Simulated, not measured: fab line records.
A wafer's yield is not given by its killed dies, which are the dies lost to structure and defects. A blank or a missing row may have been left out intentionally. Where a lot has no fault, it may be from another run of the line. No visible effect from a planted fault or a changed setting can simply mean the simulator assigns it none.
The tool behind it: which one? + flow gf180mcu + Sampling: 14 lots, 42 wafers, 4 of 602 route steps

== WHAT EACH GAUGE READ, for each wafer ==
No reading from a measuring or inspecting step in the record can be judged against a usual standard deviation.

== EACH LOT AND THE TOOL THAT RAN IT (in order: tool; ch and the chambers of the sampled wafers; start) ==
| lot  | GF_M1_STRIP_17                      | GF_V1_ETCH_17                                | GF_M5_PEB_05                     | GF_TOP_METAL_SPUTTER_03     |
|------|-------------------------------------|----------------------------------------------|----------------------------------|-----------------------------|
| L314 | plasmaAsher-01 ch 0,1, day 17 11:41 | rieDiel-02 ch 1,2,3, day 26 13:04 or earlier | lithoTrack-04 ch 0, day 26 13:04 | pvdSputter-04, day 27 13:03 |
| L315 | plasmaAsher-04 ch 0,1, day 17 22:32 | rieDiel-04 ch 1,3, day 26 21:29 or earlier   | lithoTrack-01 ch 0, day 26 21:29 | pvdSputter-01, day 27 21:32 |
| L316 | plasmaAsher-02 ch 0,1, day 18 14:29 | rieDiel-04 ch 0,1, day 27 14:56 or earlier   | lithoTrack-01 ch 0, day 27 14:56 | pvdSputter-01, day 28 13:58 |
| L317 | plasmaAsher-04 ch 0,1, day 18 21:19 | rieDiel-04 ch 0,1,2, day 27 17:11 or earlier | lithoTrack-03 ch 0, day 27 17:11 | pvdSputter-02, day 28 16:32 |
| L319 | plasmaAsher-01 ch 0,1, day 19 13:34 | rieDiel-02 ch 0,1,2, day 28 08:32 or earlier | lithoTrack-04 ch 0, day 28 08:32 | pvdSputter-02, day 29 07:53 |
| L321 | plasmaAsher-04 ch 0,1, day 19 23:37 | rieDiel-04 ch 0,1, day 28 15:53 or earlier   | lithoTrack-03 ch 0, day 28 15:53 | pvdSputter-01, day 29 15:02 |
| L324 | plasmaAsher-01 ch 0,1, day 21 10:35 | rieDiel-02 ch 0,3, day 29 23:08 or earlier   | lithoTrack-03 ch 0, day 29 23:08 | pvdSputter-02, day 30 20:53 |
| L328 | plasmaAsher-02 ch 0,1, day 22 18:40 | rieDiel-02 ch 0,1, day 31 00:40 or earlier   | lithoTrack-04 ch 0, day 31 00:40 | pvdSputter-01, day 31 22:02 |
| L330 | plasmaAsher-02 ch 0,1, day 23 00:35 | rieDiel-02 ch 0,1,3, day 31 02:55 or earlier | lithoTrack-04, day 31 02:55      | -                           |
| L331 | plasmaAsher-02 ch 0,1, day 23 13:23 | rieDiel-03 ch 0,1,3, day 31 16:53 or earlier | lithoTrack-03, day 31 16:53      | -                           |
| L332 | plasmaAsher-01 ch 0,1, day 24 04:31 | rieDiel-02 ch 0,2, day 32 00:50 or earlier   | lithoTrack-03 ch 0, day 32 00:50 | pvdSputter-02, day 32 21:03 |
| L333 | plasmaAsher-04 ch 0,1, day 24 06:53 | rieDiel-02 ch 0,2,3, day 32 02:16 or earlier | lithoTrack-04 ch 0, day 32 02:16 | pvdSputter-01, day 32 22:08 |
| L334 | plasmaAsher-02 ch 1, day 24 16:34   | rieDiel-03 ch 0,1,3, day 32 11:55 or earlier | lithoTrack-04 ch 0, day 32 11:55 | pvdSputter-02, day 33 07:32 |
| L335 | plasmaAsher-04 ch 0,1, day 24 18:41 | rieDiel-03 ch 0,1,3, day 32 12:50 or earlier | lithoTrack-01 ch 0, day 32 12:50 | pvdSputter-04, day 33 08:11 |
- GF_M1_STRIP_17: strips in O2/N2.
- GF_V1_ETCH_17: etches SiO2 in C4F8/O2/Ar, stops on TiN, target depth 630 nm.
- GF_M5_PEB_05: peb time 90 s.
- GF_TOP_METAL_SPUTTER_03: material Ti, target thk 5 nm, time 3.3 s.

== WHAT THE TOOLS THEMSELVES READ (means of the sampled wafers that have a number; where no wafer has one, the mark that the record gives instead) ==
GF_M1_STRIP_17.
| lot  | tool           | chamberPressureMTorr (mTorr) | drypumpMotorCurrentA (A) | heaterPowerW (W) | oesProductAu (a.u.) | stripTimeToEndpointS (s) |
|------|----------------|------------------------------|--------------------------|------------------|---------------------|--------------------------|
| L314 | plasmaAsher-01 | 1500.5                       | 6.4                      | 321              | 0.541               | 7.37                     |
| L315 | plasmaAsher-04 | 1498.9                       | 5.6                      | 387              | 0.540               | 7.38                     |
| L316 | plasmaAsher-02 | 1499.1                       | 6.4                      | 343              | 0.534               | 7.31                     |
| L317 | plasmaAsher-04 | 1502.2                       | 5.6                      | 396              | 0.539               | 7.37                     |
| L319 | plasmaAsher-01 | 1499.1                       | 6.2                      | 319              | 0.534               | 7.37                     |
| L321 | plasmaAsher-04 | 1498.5                       | 5.6                      | 385              | 0.535               | 7.34                     |
| L324 | plasmaAsher-01 | 1498.8                       | 6.4                      | 326              | 0.534               | 7.36                     |
| L328 | plasmaAsher-02 | 1499.2                       | 6.1                      | 385              | 0.537               | 7.35                     |
| L330 | plasmaAsher-02 | 1498.5                       | 6.2                      | 371              | 0.533               | 7.35                     |
| L331 | plasmaAsher-02 | 1499.7                       | 6.2                      | 376              | 0.546               | 7.42                     |
| L332 | plasmaAsher-01 | 1498.7                       | 6.2                      | 320              | 0.529               | 7.24                     |
| L333 | plasmaAsher-04 | 1501.8                       | 5.4                      | 378              | 0.540               | 7.38                     |
| L334 | plasmaAsher-02 | 1500.0                       | 6.6                      | 306              | 0.536               | 7.37                     |
| L335 | plasmaAsher-04 | 1500.6                       | 5.4                      | 376              | 0.529               | 7.31                     |

GF_V1_ETCH_17.
| lot  | tool       | chamberPressureMTorr (mTorr) | oesProductAu (a.u.) |
|------|------------|------------------------------|---------------------|
| L314 | rieDiel-02 | 40.00                        | 0.858               |
| L315 | rieDiel-04 | 40.01                        | 0.852               |
| L316 | rieDiel-04 | 39.98                        | 0.858               |
| L317 | rieDiel-04 | 40.01                        | 0.859               |
| L319 | rieDiel-02 | 40.01                        | 0.854               |
| L321 | rieDiel-04 | 39.95                        | 0.853               |
| L324 | rieDiel-02 | 39.99                        | 0.853               |
| L328 | rieDiel-02 | 39.99                        | 0.854               |
| L330 | rieDiel-02 | 40.00                        | 0.852               |
| L331 | rieDiel-03 | 40.00                        | 0.863               |
| L332 | rieDiel-02 | 39.95                        | 0.855               |
| L333 | rieDiel-02 | 40.00                        | 0.853               |
| L334 | rieDiel-03 | 40.00                        | 0.858               |
| L335 | rieDiel-03 | 39.97                        | 0.859               |

GF_M5_PEB_05.
| lot  | tool          | chillPlateTempC (C) | exhaustPa (Pa) |
|------|---------------|---------------------|----------------|
| L314 | lithoTrack-04 | 23.04               | 44.5           |
| L315 | lithoTrack-01 | 23.08               | 44.2           |
| L316 | lithoTrack-01 | 23.06               | 46.5           |
| L317 | lithoTrack-03 | 23.02               | 44.5           |
| L319 | lithoTrack-04 | 23.07               | 46.0           |
| L321 | lithoTrack-03 | 23.13               | 45.4           |
| L324 | lithoTrack-03 | 23.02               | 44.3           |
| L328 | lithoTrack-04 | 23.19               | 45.4           |
| L330 | lithoTrack-04 | -                   | -              |
| L331 | lithoTrack-03 | -                   | -              |
| L332 | lithoTrack-03 | 23.00               | 43.8           |
| L333 | lithoTrack-04 | 23.00               | 45.4           |
| L334 | lithoTrack-04 | 22.99               | 45.6           |
| L335 | lithoTrack-01 | 23.07               | 45.3           |

GF_TOP_METAL_SPUTTER_03.
| lot  | tool          | throttleValvePct (%) |
|------|---------------|----------------------|
| L314 | pvdSputter-04 | 29.8                 |
| L315 | pvdSputter-01 | 30.2                 |
| L316 | pvdSputter-01 | 29.3                 |
| L317 | pvdSputter-02 | 30.6                 |
| L319 | pvdSputter-02 | 29.2                 |
| L321 | pvdSputter-01 | 30.1                 |
| L324 | pvdSputter-02 | 29.6                 |
| L328 | pvdSputter-01 | 29.6                 |
| L332 | pvdSputter-02 | 29.6                 |
| L333 | pvdSputter-01 | 30.0                 |
| L334 | pvdSputter-02 | 29.7                 |
| L335 | pvdSputter-04 | 30.1                 |

== THE ANSWER, worked out from the rows above alone ==
Rule: what is usual is taken from the lots themselves. Put in order of their means at a reading, lots are off if they are a third of the lots or fewer, leave a main group of 4 or more, and stand apart from it by a gap of 3 or more times the standard deviation of the main group's means; of several such gaps the widest counts. Not used: any main group whose means are identical at the precision the tables above print for the reading. Also off: a lot with no number at a reading for which 4 or more lots have one. Where the step has rows for the other lots, those lots are counted as sound. The gauges are gone through in route order, then the tools' own readings, and for those a lot's mean is taken as printed above. At the first step where some lot is off, the reading lying furthest off is the one used; lots without a number count as furthest.
Off, at GF_M5_PEB_05 on chillPlateTempC: L330, L331. Without a number there: L330, L331. Mean 23.06 C and standard deviation 0.056 in the main group.
If a tool, at that step or one of the process steps before it, ran each lot that is off and ran no sound lot following the first of them, it fits. GF_V1_ETCH_17: start missing for some lots; hours and lot order therefore follow GF_M5_PEB_05. Not one of the candidates tried fits.

== WHAT THE SIMULATOR HAD INSERTED ==
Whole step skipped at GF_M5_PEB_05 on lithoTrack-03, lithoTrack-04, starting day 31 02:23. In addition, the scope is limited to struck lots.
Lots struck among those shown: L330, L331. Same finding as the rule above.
